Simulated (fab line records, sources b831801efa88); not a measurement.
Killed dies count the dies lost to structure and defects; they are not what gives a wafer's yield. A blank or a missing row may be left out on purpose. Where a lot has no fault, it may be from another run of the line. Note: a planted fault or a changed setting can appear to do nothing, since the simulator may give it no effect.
Code-filled problem report in 8D (eight disciplines) form | flow gf180mcu | the parts of the form that need people (team, actions taken, sign-off) are left out

## 1. THE PROBLEM
Across 6 wafers from 2 lots, NSD_OVL at GF_NSD_OVL_MEAS_08 averages 141.4 nm, while fault-free wafers read 1.0 nm with a standard deviation of 1.3. So: +99 or more standard deviations from the usual mean.
Seen first at day 17 05:41 on overlay-02, wafer L702.1. At this step, 39 wafers from 13 lots have a number in the record. By rule, "out" or "out of limits" means more than 4 standard deviations away from the usual mean. The other wafers with a number count as sound.

## 2. WHAT IT IS, WHAT IT ISN'T
question                    | is                     | is not
which readings at this step | NSD_OVL                | -
which lots                  | L702, L703             | L691, L692, L693, L694, L695, L696, L707, L708, L712, L713, L714
which wafers of those lots  | all that have a number | -
read on which gauges        | overlay-02             | overlay-01
when                        | from day 17 05:41      | up to then (18 sound wafers); but 15 sound wafers of L707, L708, L712, L713, L714 came after

## 3. WHAT RULES OUT EACH SUSPECT
Counting: any tool at a process step up to the reading is kept as a suspect provided that every lot that is out went through it and no sound lot did after the first of them.
- the gauge at GF_NSD_OVL_MEAS_08: kept. All the wafers that are out were read on overlay-02, and no step on other tools shows them out.
- iline stepper-01 at GF_NSD_EXPOSE_04 (exposes mask Nplus, target cd 400 nm): kept. All lots that are out passed through it, beginning with L702 at day 16 18:30, and no sound lot followed; its final sound lot before that point was L696 at day 14 14:22.
After counting, iline stepper-01 at GF_NSD_EXPOSE_04 and overlay-02 at GF_NSD_OVL_MEAS_08 remain.

## 4. THE CAUSE (what the simulator had put in)
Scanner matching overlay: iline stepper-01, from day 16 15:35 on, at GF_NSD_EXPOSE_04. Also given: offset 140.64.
2 suspects survive the count, and this tool is in that group.

## 5. THE EFFECT CHAIN, in route order
Each row: a reading where the mean over the struck wafers with a number is more than 3 standard deviations away from the usual. Only readings whose record carries a usual standard deviation are examined. hours: median over the lots of the time between each lot's start at the first step of this table that gives one and its start at this step. sigmas: the change, counted in usual standard deviations.
hours | step               | reading | usual  | on struck wafers | change | sigmas
0     | GF_NSD_OVL_MEAS_08 | NSD_OVL | 1.0 nm | 141.4            | +140.4 | +99 or more
At these later measuring or inspecting steps, every struck wafer for which the step has a row has a number for every such reading, and none has moved that far: GF_PSD_CD_MEAS_07, GF_PSD_RS_MEAS_15, GF_CONTACT_OVL_MEAS_15.

## 6. HOW IT WOULD HAVE BEEN CAUGHT EARLIER
The first out-of-limits reading at a measuring or inspecting step in this record came at day 17 05:41, 14 hours after the fault's start at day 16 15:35.
No tool reading at GF_NSD_EXPOSE_04 that has a usual standard deviation in the record was out on any struck wafer, so an alarm limit of 4 standard deviations on those readings would not have fired.
All the lots that are out (2) had begun GF_NSD_EXPOSE_04 on iline stepper-01 by day 17 05:41. Holding the tool at that point would not have protected any of them.
